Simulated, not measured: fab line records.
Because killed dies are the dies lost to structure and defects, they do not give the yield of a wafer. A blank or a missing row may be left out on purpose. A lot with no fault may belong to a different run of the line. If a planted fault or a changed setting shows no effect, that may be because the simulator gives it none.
A struck lot beside a sound one    flow sky130    31 steps out of a route of 708
Sound: these wafers, L223.1, L223.3, L223.6. Struck: wafers L224.2, L224.3, L224.6. At the end, the cause is stated.
At each step with rows: each side's tool, then ch and its chambers, then its first start. Under that, the readings that differ: sound wafers    struck wafers    difference of the means    sigmas: that difference in standard deviations of wafers without a fault.
alike: readings whose means differ by less than 2 such deviations, and words and numbers that are the same on both sides. not compared: withheld readings, readings that some wafer has no value for, bounds like >300 that may hide the same value, and numbers for which the record gives no deviation and whose values overlap.
The two part at a step that has a row with sigmas, a row that says differs or no value, or rows on one side only. Non-overlapping numbers with no deviation appear without sigmas and do not part them. A reading that every wafer of one side lacks parts them only if that side has two wafers or more.

first, 9 steps without rows for these wafers: SKY_RES_XHIGH_IMPLANT_07; SKY_RES_XHIGH_STRIP_08 (strips in O2/N2); SKY_SD_N_DEHYDRATE_00 (time 60 s); SKY_SD_N_HMDS_01 (prime time 60 s); SKY_SD_N_COAT_02 (resist thk 1140 nm); SKY_SD_N_SOFTBAKE_03 (time 60 s); SKY_SD_N_EXPOSE_04 (exposes mask NSDM, target cd 380 nm); SKY_SD_N_PEB_05; SKY_SD_N_DEVELOP_06 (develop time 60 s).
SKY_SD_N_IMPLANT_09:
  sound on implanter-04 ch 0, day 33 23:44; struck on implanter-04 ch 0, day 34 05:11
  alike: beam-on-s
then, 20 steps without rows for these wafers: SKY_SD_N_IMPLANT_10; SKY_SD_N_STRIP_11 (strips in O2/N2); SKY_SD_N_CLEAN_13 (cleans in SC1/SC2, time 150 s); SKY_SD_N_RTA_14 (time 2 s); SKY_SALICIDE_CLEAN_00 (cleans in HF-last, time 30 s); SKY_LI_CONTACT_HDPCVD_00 (deposits PSG, target thk 930 nm, time 155 s); SKY_LI_CONTACT_CMP_02 (polishes PSG); SKY_LI_CONTACT_DEHYDRATE_04 (time 60 s); SKY_LI_CONTACT_HMDS_05 (prime time 60 s); SKY_LI_CONTACT_COAT_06 (resist thk 60 nm); SKY_LI_CONTACT_COAT_07 (resist thk 450 nm); SKY_LI_CONTACT_SOFTBAKE_08 (time 90 s); SKY_LI_CONTACT_EXPOSE_09 (exposes mask LICM1, target cd 170 nm); SKY_LI_CONTACT_PEB_10; SKY_LI_CONTACT_DEVELOP_11 (develop time 60 s); SKY_LI_CONTACT_ETCH_14 (etches BARC in N2/H2, stops on SiO2, time 45.9 s, target depth 60 nm); SKY_LI_CONTACT_ETCH_15 (etches PSG in C4F8/O2/Ar, stops on Si, target depth 600 nm); SKY_LI_CONTACT_STRIP_16 (strips in O2/N2); SKY_LI_CONTACT_CLEAN_17 (cleans in NMP, time 600 s); SKY_LI_CONTACT_PRE_CLEAN_18 (time 5.6 s).
-- here the record skips 16 days between the struck wafers' starts before and after, leaving off in module LI_CONTACT and picking up in module PAD_OPEN (first step shown: number 708 of the route) --
SKY_PAD_OPEN_PROBE_99:
  struck on prober-02, day 50 07:10; sound on prober-02, day 50 00:08
reading                                   sound                         struck                         difference  sigmas
model.etest.nfet_16v.r-on-ohm-um          1.42e+04 1.395e+04 1.412e+04  1.451e+04 1.459e+04 1.455e+04  +4.600e+02  
model.etest.nfet-g5v0d10v5.r-on-ohm-um    1910 1901 1906                2057 2022 2036                 +133        
model.etest.nfet_01v8.r-on-ohm-um         866.3 881.2 857.3             935.5 923.4 931                +61.7       
model.etest.sonos-uncharged.r-on-ohm-um   821.3 815.1 805.2             841.9 844.1 843.5              +29.3       
model.etest.nfet_05v0_nvt.drive-ua-um     563.1 575.5 564.6             540 542.9 546.4                -25         
model.etest.nfet-g5v0d10v5.drive-ua-um    596.3 606.2 588.4             571.7 575.2 578                -22.0       
model.etest.nfet_01v8.drive-ua-um         472.7 461.6 476.4             443.9 450.1 447.6              -23.0       
model.etest.nfet_01v8_turned.drive-ua-um  473 462.8 476.4               443.6 453.3 449.4              -22.0       
  alike: killed_at_M0_to_M3, killed_at_M4_up, killed-at-contacts, killed-at-front-end, killed-at-other, killed-dies, killed-open, killed-short

== WHERE THEY PART ==
Nowhere in this record.

WHY: the cause the simulator had injected
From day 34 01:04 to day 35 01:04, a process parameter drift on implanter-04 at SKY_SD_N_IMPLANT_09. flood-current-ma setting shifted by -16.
